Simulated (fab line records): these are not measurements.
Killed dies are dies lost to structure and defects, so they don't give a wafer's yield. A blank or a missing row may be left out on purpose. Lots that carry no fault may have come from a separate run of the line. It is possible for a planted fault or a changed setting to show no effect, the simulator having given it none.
What tool caused it? + flow gf180mcu + 24 lots with 72 wafers sampled at 4 steps, on a route of 602 steps

WHAT EACH GAUGE READ, for each wafer
GF_VT_IMPLANT_RS_MEAS_47: measurement is done with a four-point probe. Usual: for NWELL_RS the level is 487.7 ohm/sq and the standard deviation is 1.2.
| lot  | measured     | on            | NWELL_RS (ohm/sq) | flag |
|------|--------------|---------------|-------------------|------|
| L074 | day 7 14:25  | film_metro-03 | 488.0 487.3 488.4 |      |
| L075 | day 7 18:36  | film_metro-04 | 487.1 485.6 487.1 |      |
| L076 | day 8 04:14  | film_metro-03 | 488.7 488.1 489.3 |      |
| L077 | day 8 09:28  | film_metro-01 | 487.7 486.9 488.7 |      |
| L078 | day 8 17:37  | film_metro-04 | 487.7 488.3 487.3 |      |
| L079 | day 9 00:43  | film_metro-04 | 483.8 484.2 485.9 |      |
| L080 | day 9 03:08  | film_metro-01 | 488.6 486.8 489.6 |      |
| L081 | day 9 13:47  | film_metro-03 | 487.2 486.6 488.5 |      |
| L082 | day 9 20:04  | film_metro-04 | 487.4 486.0 487.0 |      |
| L083 | day 10 00:47 | film_metro-04 | 488.8 488.4 487.9 |      |
| L084 | day 10 12:10 | film_metro-01 | 489.4 489.9 489.4 |      |
| L085 | day 10 16:53 | film_metro-03 | 488.9 487.5 486.7 |      |
| L086 | day 10 23:43 | film_metro-04 | 487.3 487.3 487.1 |      |
| L087 | day 11 03:28 | film_metro-01 | 488.4 488.1 488.5 |      |
| L088 | day 11 12:19 | film_metro-01 | 486.7 487.2 487.0 |      |
| L089 | day 11 20:41 | film_metro-01 | 488.1 488.8 489.4 |      |
| L090 | day 12 01:22 | film_metro-01 | 485.7 486.8 485.6 |      |
| L091 | day 12 07:21 | film_metro-01 | 486.9 486.9 486.7 |      |
| L092 | day 12 14:52 | film_metro-04 | 486.7 487.5 487.9 |      |
| L093 | day 12 21:08 | film_metro-04 | 487.3 487.7 486.9 |      |
| L094 | day 13 06:05 | film_metro-01 | 488.5 489.0 487.8 |      |
| L095 | day 13 10:17 | film_metro-04 | 486.9 486.9 488.2 |      |
| L096 | day 13 17:05 | film_metro-04 | 488.4 488.4 489.3 |      |
| L097 | day 14 07:30 | film_metro-01 | 488.1 488.6 488.0 |      |

GF_M1_CD_MEAS_14 targets a cd of 230 nm. Usual: cd_nm 230.0 nm, standard deviation 1.5.
| lot  | measured     | on        | cd_nm (nm)        | flag |
|------|--------------|-----------|-------------------|------|
| L074 | day 17 00:43 | cd_sem-02 | 229.8 231.3 229.9 |      |
| L075 | day 17 08:22 | cd_sem-02 | 232.4 231.0 232.0 |      |
| L076 | day 17 23:40 | cd_sem-01 | 231.6 232.9 232.7 |      |
| L077 | day 18 04:37 | cd_sem-01 | 227.9 227.3 228.3 |      |
| L078 | day 18 14:55 | cd_sem-02 | 230.2 229.9 229.8 |      |
| L079 | day 19 01:57 | cd_sem-02 | 227.9 227.5 228.6 |      |
| L080 | day 19 03:58 | cd_sem-01 | 229.2 228.9 229.8 |      |
| L081 | day 19 23:29 | cd_sem-02 | 230.8 230.6 231.0 |      |
| L082 | day 20 01:39 | cd_sem-01 | 230.6 231.5 229.5 |      |
| L083 | day 20 09:20 | cd_sem-01 | 228.9 229.5 230.4 |      |
| L084 | day 21 00:13 | cd_sem-01 | 227.0 227.2 228.5 |      |
| L085 | day 21 09:49 | cd_sem-02 | 229.1 229.9 229.4 |      |
| L086 | day 21 15:26 | cd_sem-02 | 227.6 227.9 228.1 |      |
| L087 | day 21 18:50 | cd_sem-01 | 229.2 230.5 230.3 |      |
| L088 | day 22 08:38 | cd_sem-02 | 231.4 231.8 230.2 |      |
| L089 | day 22 16:37 | cd_sem-01 | 229.8 231.5 231.6 |      |
| L090 | day 23 02:04 | cd_sem-01 | 229.0 229.3 229.4 |      |
| L091 | day 23 07:52 | cd_sem-01 | 227.9 230.7 227.0 |      |
| L092 | day 23 15:08 | cd_sem-02 | 229.6 229.8 228.8 |      |
| L093 | day 23 22:43 | cd_sem-02 | 232.0 230.7 230.7 |      |
| L094 | day 24 10:03 | cd_sem-02 | 231.4 232.8 232.1 |      |
| L095 | day 24 12:34 | cd_sem-01 | 228.9 229.4 230.0 |      |
| L096 | day 24 20:10 | cd_sem-02 | 232.5 231.3 231.5 |      |
| L097 | day 25 13:05 | cd_sem-02 | 232.2 231.8 230.8 |      |

GF_V1_BOW_MEAS_05. Usual: for V1_BOW the level is 81 um and the standard deviation is 7.1.
| lot  | measured     | on            | V1_BOW (um) | flag |
|------|--------------|---------------|-------------|------|
| L074 | day 17 02:05 | film_metro-01 | 94 98 86    |      |
| L075 | day 17 09:48 | film_metro-02 | 84 81 75    |      |
| L076 | day 18 01:05 | film_metro-02 | 86 75 86    |      |
| L077 | day 18 06:01 | film_metro-01 | 79 73 81    |      |
| L078 | day 18 16:18 | film_metro-03 | 77 74 74    |      |
| L079 | day 19 03:22 | film_metro-01 | 78 78 87    |      |
| L080 | day 19 05:22 | film_metro-03 | 76 66 59    |      |
| L081 | day 20 00:52 | film_metro-03 | 93 78 80    |      |
| L082 | day 20 03:08 | film_metro-02 | 90 72 84    |      |
| L083 | day 20 10:52 | film_metro-02 | 76 59 93    |      |
| L084 | day 21 01:49 | film_metro-02 | 89 74 86    |      |
| L085 | day 21 11:38 | film_metro-03 | 79 81 80    |      |
| L086 | day 21 16:55 | film_metro-03 | 85 79 80    |      |
| L087 | day 21 20:43 | film_metro-01 | 83 78 87    |      |
| L088 | day 22 10:07 | film_metro-03 | 81 79 91    |      |
| L089 | day 22 18:00 | film_metro-02 | 82 76 80    |      |
| L090 | day 23 03:26 | film_metro-03 | 88 87 89    |      |
| L091 | day 23 09:15 | film_metro-02 | 73 69 78    |      |
| L092 | day 23 16:31 | film_metro-03 | 71 65 80    |      |
| L093 | day 24 00:16 | film_metro-01 | 76 91 78    |      |
| L094 | day 24 11:26 | film_metro-01 | 92 80 76    |      |
| L095 | day 24 14:05 | film_metro-02 | 74 68 84    |      |
| L096 | day 24 21:35 | film_metro-03 | 86 84 78    |      |
| L097 | day 25 14:30 | film_metro-03 | 88 90 91    |      |

GF_V1_THK_MEAS_25: measures by xrf. Usual: for V1_W_THK the level is 359 nm and the standard deviation is 5.1.
| lot  | measured     | on            | V1_W_THK (nm) | flag |
|------|--------------|---------------|---------------|------|
| L074 | day 18 02:46 | film_metro-02 | 349 355 357   |      |
| L075 | day 18 10:38 | film_metro-02 | 361 360 362   |      |
| L076 | day 19 02:20 | film_metro-03 | 361 357 364   |      |
| L077 | day 19 07:26 | film_metro-02 | 365 368 361   |      |
| L078 | day 19 18:01 | film_metro-03 | 363 360 361   |      |
| L079 | day 20 05:07 | film_metro-02 | 347 356 344   |      |
| L080 | day 20 07:37 | film_metro-02 | 354 356 361   |      |
| L081 | day 21 02:04 | film_metro-01 | 360 358 367   |      |
| L082 | day 21 04:18 | film_metro-02 | 361 359 361   |      |
| L083 | day 21 11:56 | film_metro-02 | 359 360 356   |      |
| L084 | day 22 02:52 | film_metro-02 | 363 361 361   |      |
| L085 | day 22 11:39 | film_metro-02 | 360 359 362   |      |
| L086 | day 22 17:25 | film_metro-02 | 365 365 361   |      |
| L087 | day 22 20:45 | film_metro-03 | 361 357 359   |      |
| L088 | day 23 10:16 | film_metro-01 | 357 356 351   |      |
| L089 | day 23 17:42 | film_metro-03 | 362 358 355   |      |
| L090 | day 24 03:05 | film_metro-02 | 361 363 363   |      |
| L091 | day 24 08:55 | film_metro-01 | 358 359 362   |      |
| L092 | day 24 16:12 | film_metro-03 | 355 358 354   |      |
| L093 | day 24 22:51 | film_metro-03 | 361 364 362   |      |
| L094 | day 25 10:08 | film_metro-03 | 354 355 355   |      |
| L095 | day 25 12:37 | film_metro-02 | 357 354 352   |      |
| L096 | day 25 20:20 | film_metro-02 | 349 352 350   |      |
| L097 | day 26 12:48 | film_metro-03 | 362 363 370   |      |

WHICH TOOL RAN EACH LOT (tool, then ch and the chambers of the sampled wafers, then the start)
The record shows no process step preceding these readings.

AS READ BY THE TOOLS THEMSELVES (means over the sampled wafers that have a number; for cases with no such wafer, the mark the record gives instead)
The record holds no such reading with a usual standard deviation.

THE ANSWER, worked out from the rows above alone
Rule: lot off if the mean of its wafers having a number is beyond 3 standard deviations from the usual mean. Also off: a lot with no number at a reading for which 4 or more lots have one. All remaining lots with rows at the step are treated as sound. The gauges are gone through in route order, then the tools' own readings, and for those a lot's mean is taken as printed above. The first step at which some lot is off is used, and at that step the reading that is off furthest; a lot without a number counts as furthest.
No lot is off at any reading shown: from this, nothing can be told.

WHAT THE SIMULATOR HAD INSERTED
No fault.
